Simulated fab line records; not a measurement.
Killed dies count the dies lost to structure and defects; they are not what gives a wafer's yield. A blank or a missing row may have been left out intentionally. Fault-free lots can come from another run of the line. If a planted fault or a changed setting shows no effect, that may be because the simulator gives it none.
Which tool did it? | flow sky130 | 14 lots, 42 wafers sampled, at 4 steps of a route of 708

== WHAT THE GAUGES SHOWED, per wafer ==
SKY_GATE_OXIDE_OVL_MEAS_10. Usual: for GATE_OXIDE_OVL the level is 0.9 nm and the standard deviation is 1.2.
lot  | measured     | on         | GATE_OXIDE_OVL (nm) | flag
L391 | day 13 14:48 | overlay-01 | 1.0 -0.4 -0.2       | 
L392 | day 13 22:02 | overlay-02 | 0.3 1.4 1.7         | 
L393 | day 14 05:11 | overlay-01 | 1.9 2.8 2.8         | 
L394 | day 14 15:01 | overlay-01 | 0.1 2.3 1.3         | 
L395 | day 15 02:08 | overlay-01 | 1.6 3.0 1.3         | 
L397 | day 15 11:35 | overlay-01 | 1.0 0.4 1.3         | 
L400 | day 16 16:23 | overlay-02 | 0.6 0.2 1.7         | 
L401 | day 17 02:20 | overlay-01 | -0.1 -1.7 -1.4      | 
L404 | day 18 06:31 | overlay-01 | -0.8 -0.2 0.5       | 
L409 | day 20 03:39 | overlay-02 | 1.0 0.3 -0.2        | 
L410 | day 20 18:26 | overlay-01 | 1.1 2.2 0.6         | 
L411 | day 20 22:21 | overlay-01 | 0.3 0.6 0.4         | 
L413 | day 21 11:02 | overlay-02 | 2.1 1.9 2.9         | 
L414 | day 21 17:04 | overlay-01 | 1.2 0.6 0.0         | 

SKY_POLY_GATE_THK_MEAS_21. Usual: for POLY_GATE_OXIDATION_THK the level is 4.03 nm and the standard deviation is 0.079.
lot  | measured     | on           | POLY_GATE_OXIDATION_THK (nm) | flag
L391 | day 16 03:23 | filmMetro-02 | 4.09 4.07 4.00               | 
L392 | day 16 14:44 | filmMetro-01 | 4.04 4.06 4.10               | 
L393 | day 16 20:44 | filmMetro-04 | 4.08 4.04 4.03               | 
L394 | day 17 08:53 | filmMetro-04 | 3.98 4.00 4.03               | 
L395 | day 17 18:47 | filmMetro-01 | 4.19 4.12 4.16               | 
L397 | day 18 05:26 | filmMetro-04 | 4.00 4.03 3.96               | 
L400 | day 19 12:46 | filmMetro-02 | 4.02 4.03 3.94               | 
L401 | day 19 23:49 | filmMetro-02 | 4.00 4.08 3.90               | 
L404 | day 21 03:04 | filmMetro-01 | 3.98 4.03 4.11               | 
L409 | day 23 00:13 | filmMetro-02 | 4.05 4.07 4.00               | 
L410 | day 23 20:06 | filmMetro-04 | 3.88 3.97 3.91               | 
L411 | day 23 20:08 | filmMetro-02 | 3.94 3.92 3.98               | 
L413 | day 24 10:14 | filmMetro-04 | 4.08 4.06 4.03               | 
L414 | day 24 13:42 | filmMetro-01 | 3.91 3.91 3.93               | 

SKY_LDD_HVN_OVL_MEAS_07. Usual: for LDD_HVN_OVL the level is 0.5 nm and the standard deviation is 1.3.
lot  | measured     | on         | LDD_HVN_OVL (nm) | flag
L391 | day 19 22:03 | overlay-01 | 2.7 2.6 3.4      | 
L392 | day 20 10:25 | overlay-01 | -0.2 0.7 1.5     | 
L393 | day 20 18:49 | overlay-01 | 0.5 -0.4 0.8     | 
L394 | day 21 06:31 | overlay-02 | 0.0 -0.7 -1.2    | 
L395 | day 21 16:10 | overlay-02 | 1.0 1.2 1.8      | 
L397 | day 22 03:19 | overlay-02 | 0.7 0.8 0.8      | 
L400 | day 23 09:40 | overlay-01 | 3.0 2.5 3.2      | 
L401 | day 23 21:37 | overlay-02 | 0.9 1.4 -0.2     | 
L404 | day 24 22:31 | overlay-01 | 0.6 1.8 2.6      | 
L409 | day 26 17:18 | overlay-02 | 2.9 0.7 -1.1     | 
L410 | day 27 13:01 | overlay-01 | 0.9 -0.1 0.5     | 
L411 | day 27 13:03 | overlay-02 | 0.6 -1.8 -0.1    | 
L413 | day 28 02:33 | overlay-01 | -0.3 1.1 0.6     | 
L414 | day 28 05:44 | overlay-01 | 0.0 -0.1 -0.8    | 

== WHAT TOOL EACH LOT RAN ON (gives the tool, then ch and the chambers of the sampled wafers, and finally the start) ==
lot  | SKY_LDD_N_IMPLANT_12
L391 | implanter-03 ch 0, day 17 08:02
L392 | implanter-04 ch 0, day 17 20:34
L393 | implanter-01 ch 0, day 18 04:54
L394 | implanter-01 ch 0, day 18 15:12
L395 | implanter-04 ch 0, day 19 01:27
L397 | implanter-04 ch 0, day 19 13:16
L400 | implanter-03 ch 0, day 20 20:49
L401 | implanter-04 ch 0, day 21 07:28
L404 | implanter-04 ch 0, day 22 10:17
L409 | implanter-01 ch 0, day 24 06:09
L410 | implanter-01 ch 0, day 25 02:24
L411 | implanter-03 ch 0, day 25 02:40
L413 | implanter-03 ch 0, day 25 15:35
L414 | implanter-04 ch 0, day 25 19:36
- SKY_LDD_N_IMPLANT_12

== WHAT THE TOOLS THEMSELVES READ (means of the sampled wafers that have a number; where no wafer has one, the mark that the record gives instead) ==
SKY_LDD_N_IMPLANT_12. Usual: beamOnS 9.98 s, standard deviation 0.21; faradayCurrentUA 28.2, standard deviation 0.59.
lot  | tool         | beamOnS (s) | faradayCurrentUA | flag
L391 | implanter-03 | 10.24       | 27.6             | 
L392 | implanter-04 | 9.99        | 28.3             | 
L393 | implanter-01 | 10.07       | 28.0             | 
L394 | implanter-01 | 10.02       | 28.2             | 
L395 | implanter-04 | 10.06       | 28.0             | 
L397 | implanter-04 | 9.89        | 28.4             | 
L400 | implanter-03 | 9.82        | 28.7             | 
L401 | implanter-04 | 9.78        | 28.8             | 
L404 | implanter-04 | 9.82        | 28.6             | 
L409 | implanter-01 | 12.99       | 21.7             | OFF
L410 | implanter-01 | 12.64       | 22.3             | OFF
L411 | implanter-03 | 10.19       | 27.7             | 
L413 | implanter-03 | 10.06       | 28.0             | 
L414 | implanter-04 | 9.95        | 28.2             | 

== THE ANSWER, worked out from the rows above alone ==
Rule: a lot is off if the mean of its wafers that have a number lies more than 3 standard deviations from the usual mean. A lot without any number at a reading at which 4 lots or more have one is off too. The other lots that the step has rows for count as sound. The gauges are gone through in route order, then the tools' own readings, and for those a lot's mean is taken as printed above. The first step at which some lot is off is used, and at that step the reading that is off furthest; a lot without a number counts as furthest.
Off, at SKY_LDD_N_IMPLANT_12 on beamOnS: L409, L410.
If a tool, at that step or one of the process steps before it, ran each lot that is off and ran no sound lot following the first of them, it fits. One candidate fits, namely implanter-01 at SKY_LDD_N_IMPLANT_12. A fault onset in the window from L394 (day 18 15:12, its last sound lot) to L409 (day 24 06:09, its first lot off) fits.
The tool's own readings at SKY_LDD_N_IMPLANT_12 bear it out: on the lots that are off they differ by more than 5 times the standard deviation of the sound lots' means. beamOnS reads 12.82 s there against 9.99 s on the sound lots; faradayCurrentUA reads 22.0 there against 28.2 on the sound lots.

== WHAT THE SIMULATOR PUT IN ==
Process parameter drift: implanter-01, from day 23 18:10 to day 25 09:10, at SKY_LDD_N_IMPLANT_12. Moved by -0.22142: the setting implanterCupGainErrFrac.
Lots struck among those shown: L409, L410. Same finding as the rule above.
